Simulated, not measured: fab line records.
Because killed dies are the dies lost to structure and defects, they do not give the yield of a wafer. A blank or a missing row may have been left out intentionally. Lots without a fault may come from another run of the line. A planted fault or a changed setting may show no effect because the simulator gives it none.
8D (eight disciplines) problem report, filled in by code ; flow sky130 ; the parts of the form that need people (team, actions taken, sign-off) are left out

## 1. THE PROBLEM
tilt-deg at SKY_LDD_N_IMPLANT_13 reads a mean of -0.004 degrees on 6 wafers of 2 lots; wafers without a fault read 29.994 degrees with a standard deviation of 0.018. That is -99 or more standard deviations from the usual mean.
Seen first at day 22 13:11 on implanter-02, wafer L121.2. The record has a number at this step for 18 wafers belonging to 6 lots. Rule for "out", or "out of limits": more than 4 standard deviations from the usual mean. Any other wafer with a number is counted as sound.

## 2. WHAT IT IS, WHAT IT ISN'T
question;is;is not
which readings at this step;tilt-deg;rotation-deg
which lots;L121, L122;L111, L112, L123, L129
which wafers of those lots;all that have a number;-
read on which tools;implanter-02;implanter-01, implanter-04
when;from day 22 13:11;"up to then (6 sound wafers); but 6 sound wafers of L123, L129 came after"

## 3. THE SUSPECTS, EACH WITH WHAT RULES IT OUT
Counting: a tool stays on the suspect list if, at a process step up to the reading, it processed all lots that are out and no sound lot following the first of them.
- implanter-02 at SKY_LDD_N_IMPLANT_13: kept. It ran every lot that is out, first L121 (day 22 13:11), and no sound lot after that; its last sound lot up to then is L111 (day 18 07:18). Its own readings are out on those wafers: tilt-deg.
Remaining after the count: implanter-02 at SKY_LDD_N_IMPLANT_13.

## 4. THE CAUSE (what the simulator had put in)
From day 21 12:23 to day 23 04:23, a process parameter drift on implanter-02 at SKY_LDD_N_IMPLANT_13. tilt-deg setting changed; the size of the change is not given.
Only this tool survived the counting.

## 5. SEQUENCE OF EFFECTS, ordered by route
Each row: a reading where the mean over the struck wafers with a number is more than 3 standard deviations away from the usual. Readings are gone through only where the record gives a usual standard deviation; hours: the median, over the lots, of the time from a lot's start at the first step in this table giving one to that lot's start at this step; sigmas: the change measured in usual standard deviations.
hours;step;reading;usual;on struck wafers;change;sigmas
0;SKY_LDD_N_IMPLANT_13;tilt-deg;29.994 degrees;-0.004;-29.998;-99 or more
Its process steps:
- SKY_LDD_N_IMPLANT_13

## 6. HOW IT WOULD HAVE BEEN CAUGHT EARLIER
In this record the first reading out of limits was taken at day 22 13:11, 25 hours after the fault began at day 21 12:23.
